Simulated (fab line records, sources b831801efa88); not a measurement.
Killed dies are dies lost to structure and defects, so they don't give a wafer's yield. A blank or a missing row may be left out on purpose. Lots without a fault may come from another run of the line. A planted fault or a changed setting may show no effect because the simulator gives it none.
A struck lot beside a sound one | flow sky130 | 15 steps out of a route of 708
Sound: wafers L256.1, L256.4, L256.5. Struck: wafers L268.2, L268.3, L268.6. The cause comes at the end.
At each step with rows: each side's tool, then ch and its chambers, then its first start. Under that, the readings that differ: sound wafers | struck wafers | difference of the means | sigmas: that difference in standard deviations of wafers without a fault.
alike: readings whose means differ by less than 2 such deviations, and words and numbers that are the same on both sides. not compared: withheld readings, readings that some wafer has no value for, bounds like >300 that may hide the same value, and numbers for which the record gives no deviation and whose values overlap.
The two part at a step that has a row with sigmas, a row that says differs or no value, or rows on one side only. Numbers that don't overlap but have no deviation are shown without sigmas and don't part them. A reading that every wafer of one side lacks parts them only if that side has two wafers or more.

first, 3 steps without rows for these wafers: SKY_LDD_P_EXPOSE_04 (exposes mask PSDM, target cd 380 nm); SKY_LDD_P_PEB_05; SKY_LDD_P_DEVELOP_06 (develop time 60 s).
SKY_LDD_P_CD_MEAS_07: target cd 380 nm.
  sound on cd_sem-01, day 22 07:36; struck on cd_sem-02, day 27 09:06
  alike: cd_nm
SKY_LDD_P_OVL_MEAS_08:
  sound on overlay-01, day 22 07:43; struck on overlay-02, day 27 09:12
  alike: LDD_P_OVL
then, 1 step without rows for these wafers: SKY_LDD_P_IMPLANT_09.
SKY_LDD_P_STRIP_10: strips in O2/N2.
  sound on plasma_asher-02 ch 1, day 22 08:04; struck on plasma_asher-03 ch 0,1, day 27 09:23
  alike: chamber_pressure_mTorr, drypump_motor_current_A, oes_product_au, strip_time_to_endpoint_s
  not compared: rf_hours_counter_h
SKY_LDD_P_TW_MEAS_11:
  sound on film_metro-01, day 22 08:10; struck on film_metro-01, day 27 09:29
  alike: LDD_P_TW
then, 4 steps without rows for these wafers: SKY_LDD_HVN_DEHYDRATE_00 (time 60 s); SKY_LDD_HVN_HMDS_01 (prime time 60 s); SKY_LDD_HVN_COAT_02 (resist thk 300 nm); SKY_LDD_HVN_SOFTBAKE_03 (time 60 s).
SKY_LDD_HVN_EXPOSE_04: exposes mask HVNTM, target cd 700 nm.
  sound on iline_stepper-01 ch 0, day 22 23:10; struck on iline_stepper-01 ch 0, day 28 02:05
  reading              | sound                | struck               | difference | sigmas
  exposure_dose_mJ_cm2 | 126.99 127.09 126.91 | 134.18 133.89 133.94 | +7.01      | +50
  alike: mask
then, 2 steps without rows for these wafers: SKY_LDD_HVN_PEB_05; SKY_PAD_OPEN_PROBE_99.

WHERE THEY PART
Only at SKY_LDD_HVN_EXPOSE_04, within this record.

WHY: what the simulator had put in
Process parameter drift: iline_stepper-01, from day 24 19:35 on, at SKY_LDD_HVN_EXPOSE_04. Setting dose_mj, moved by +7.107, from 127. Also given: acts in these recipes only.
